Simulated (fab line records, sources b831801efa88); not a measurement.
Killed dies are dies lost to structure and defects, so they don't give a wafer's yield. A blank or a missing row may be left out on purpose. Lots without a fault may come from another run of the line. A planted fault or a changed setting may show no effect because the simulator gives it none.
Which tool did it? | flow sky130 | 13 lots, 39 wafers sampled, at 5 steps of a route of 708

WHAT THE GAUGES READ, wafer by wafer
SKY_POLY_GATE_THK_MEAS_04. Usual: POLY_GATE_CVD_03_THK 75.0 nm, standard deviation 0.63.
lot  | measured     | on            | POLY_GATE_CVD_03_THK (nm) | flag
L829 | day 16 04:50 | film_metro-02 | 74.4 73.8 74.6            |
L830 | day 16 20:50 | film_metro-01 | 75.6 75.5 75.3            |
L831 | day 17 08:04 | film_metro-01 | 74.9 74.5 74.9            |
L832 | day 17 12:29 | film_metro-02 | 73.2 73.9 74.0            |
L833 | day 17 19:55 | film_metro-03 | 75.2 75.8 74.8            |
L835 | day 18 12:33 | film_metro-03 | 75.4 76.1 76.0            |
L836 | day 18 21:40 | film_metro-03 | 75.5 74.9 75.3            |
L840 | day 20 05:29 | film_metro-03 | 75.6 76.2 75.5            |
L844 | day 21 13:10 | film_metro-03 | 75.9 75.5 76.1            |
L846 | day 22 04:06 | film_metro-03 | 75.5 75.6 75.8            |
L847 | day 22 15:52 | film_metro-02 | 74.9 75.0 74.6            |
L848 | day 22 22:37 | film_metro-01 | 74.3 74.6 75.3            |
L849 | day 23 04:52 | film_metro-02 | 74.5 75.3 74.6            |

SKY_POLY_GATE_OVL_MEAS_14. Usual: POLY_GATE_OVL -2 nm, standard deviation 4.7.
lot  | measured     | on         | POLY_GATE_OVL (nm) | flag
L829 | day 17 09:30 | overlay-02 | -2 5 4             |
L830 | day 18 01:34 | overlay-02 | 5 7 -1             |
L831 | day 18 14:04 | overlay-01 | -12 -9 -10         |
L832 | day 18 18:29 | overlay-02 | 3 6 3              |
L833 | day 19 02:01 | overlay-02 | -1 -1 -2           |
L835 | day 19 19:27 | overlay-01 | -2 -1 -2           |
L836 | day 20 04:29 | overlay-02 | -6 2 3             |
L840 | day 21 12:15 | overlay-02 | 6 3 4              |
L844 | day 22 18:31 | overlay-01 | -4 1 -7            |
L846 | day 23 10:19 | overlay-02 | -4 -8 -8           |
L847 | day 23 22:08 | overlay-01 | 1 -2 1             |
L848 | day 24 04:31 | overlay-02 | -1 -2 -2           |
L849 | day 24 10:37 | overlay-01 | -3 -4 -4           |

SKY_LDD_HVP_OVL_MEAS_07. Usual: LDD_HVP_OVL 0.9 nm, standard deviation 1.7.
lot  | measured     | on         | LDD_HVP_OVL (nm) | flag
L829 | day 22 16:16 | overlay-02 | 1.5 2.6 2.4      |
L830 | day 23 05:02 | overlay-02 | -1.3 0.9 1.8     |
L831 | day 23 20:25 | overlay-01 | -1.9 -1.2 -1.2   |
L832 | day 24 00:02 | overlay-02 | 2.8 1.5 0.7      |
L833 | day 24 09:50 | overlay-02 | -1.2 -1.9 -1.2   |
L835 | day 24 23:43 | overlay-02 | -0.5 2.3 -0.7    |
L836 | day 25 08:34 | overlay-02 | -0.5 1.4 0.9     |
L840 | day 26 15:08 | overlay-01 | 0.5 1.7 2.7      |
L844 | day 27 19:26 | overlay-01 | 1.1 1.0 1.0      |
L846 | day 28 09:19 | overlay-01 | -1.9 -0.3 -1.4   |
L847 | day 29 02:16 | overlay-01 | 0.5 2.0 1.2      |
L848 | day 29 02:32 | overlay-02 | -0.8 -0.5 0.1    |
L849 | day 29 09:53 | overlay-01 | 1.0 -0.1 0.7     |

WHICH TOOL RAN EACH LOT (tool, then ch and the chambers of the sampled wafers, then the start)
lot  | SKY_LDD_P_COAT_02                 | SKY_LDD_P_STRIP_10
L829 | litho_track-04 ch 0, day 19 10:41 | plasma_asher-04 ch 0,1, day 20 02:37
L830 | litho_track-04 ch 0, day 20 01:13 | plasma_asher-03 ch 0,1, day 20 16:49
L831 | litho_track-04 ch 0, day 20 16:46 | plasma_asher-04 ch 0,1, day 21 08:46
L832 | litho_track-04 ch 0, day 20 20:53 | plasma_asher-01 ch 1, day 21 13:04
L833 | litho_track-04 ch 0, day 21 05:55 | plasma_asher-03 ch 1, day 21 21:19
L835 | litho_track-04 ch 0, day 21 20:47 | plasma_asher-03 ch 0,1, day 22 12:28
L836 | litho_track-02 ch 0, day 22 06:58 | plasma_asher-03 ch 0,1, day 22 22:23
L840 | litho_track-01 ch 0, day 23 13:49 | plasma_asher-04 ch 0,1, day 24 04:50
L844 | litho_track-02 ch 0, day 24 16:08 | plasma_asher-03 ch 0,1, day 25 07:25
L846 | litho_track-02 ch 0, day 25 09:29 | plasma_asher-03 ch 1, day 26 00:31
L847 | litho_track-04 ch 0, day 25 20:52 | plasma_asher-03 ch 0,1, day 26 11:40
L848 | litho_track-02 ch 0, day 26 02:14 | plasma_asher-01 ch 0, day 26 17:44
L849 | litho_track-04 ch 0, day 26 10:17 | plasma_asher-04 ch 0,1, day 27 01:23
- SKY_LDD_P_COAT_02: resist thk 1140 nm.
- SKY_LDD_P_STRIP_10: strips in O2/N2.

WHAT THE TOOLS THEMSELVES READ (means of the sampled wafers that have a number; where no wafer has one, the mark that the record gives instead)
SKY_LDD_P_STRIP_10. Usual: drypump_motor_current_A 5.7 A, standard deviation 0.59; oes_product_au 0.716 a.u., standard deviation 0.0043; strip_time_to_endpoint_s 14.17 s, standard deviation 0.039.
lot  | tool            | drypump_motor_current_A (A) | oes_product_au (a.u.) | strip_time_to_endpoint_s (s) | flag
L829 | plasma_asher-04 | 5.2                         | 0.717                 | 14.14                        |
L830 | plasma_asher-03 | 6.2                         | 0.716                 | 14.17                        |
L831 | plasma_asher-04 | 5.2                         | 0.716                 | 14.17                        |
L832 | plasma_asher-01 | 5.3                         | 0.711                 | 14.14                        |
L833 | plasma_asher-03 | 6.7                         | 0.716                 | 15.29                        | OFF
L835 | plasma_asher-03 | 6.4                         | 0.718                 | 15.23                        | OFF
L836 | plasma_asher-03 | 6.2                         | 0.716                 | 14.16                        |
L840 | plasma_asher-04 | 5.2                         | 0.716                 | 14.20                        |
L844 | plasma_asher-03 | 6.4                         | 0.715                 | 14.18                        |
L846 | plasma_asher-03 | 6.7                         | 0.715                 | 14.20                        |
L847 | plasma_asher-03 | 6.2                         | 0.718                 | 14.19                        |
L848 | plasma_asher-01 | 5.3                         | 0.716                 | 14.12                        |
L849 | plasma_asher-04 | 5.2                         | 0.715                 | 14.27                        |

THE ANSWER, worked out from the rows above alone
Rule: a lot is off if the mean of its wafers that have a number lies more than 3 standard deviations from the usual mean. A lot without any number at a reading at which 4 lots or more have one is off too. The other lots that the step has rows for count as sound. The gauges are gone through in route order, then the tools' own readings, and for those a lot's mean is taken as printed above. The first step at which some lot is off is used, and at that step the reading that is off furthest; a lot without a number counts as furthest.
Off: L833, L835, at SKY_LDD_P_STRIP_10 (strip_time_to_endpoint_s).
A tool fits if, at that step or a process step before it, it ran every lot that is off, and no sound lot after the first of them. None of those tried fits.

WHAT THE SIMULATOR HAD PUT IN
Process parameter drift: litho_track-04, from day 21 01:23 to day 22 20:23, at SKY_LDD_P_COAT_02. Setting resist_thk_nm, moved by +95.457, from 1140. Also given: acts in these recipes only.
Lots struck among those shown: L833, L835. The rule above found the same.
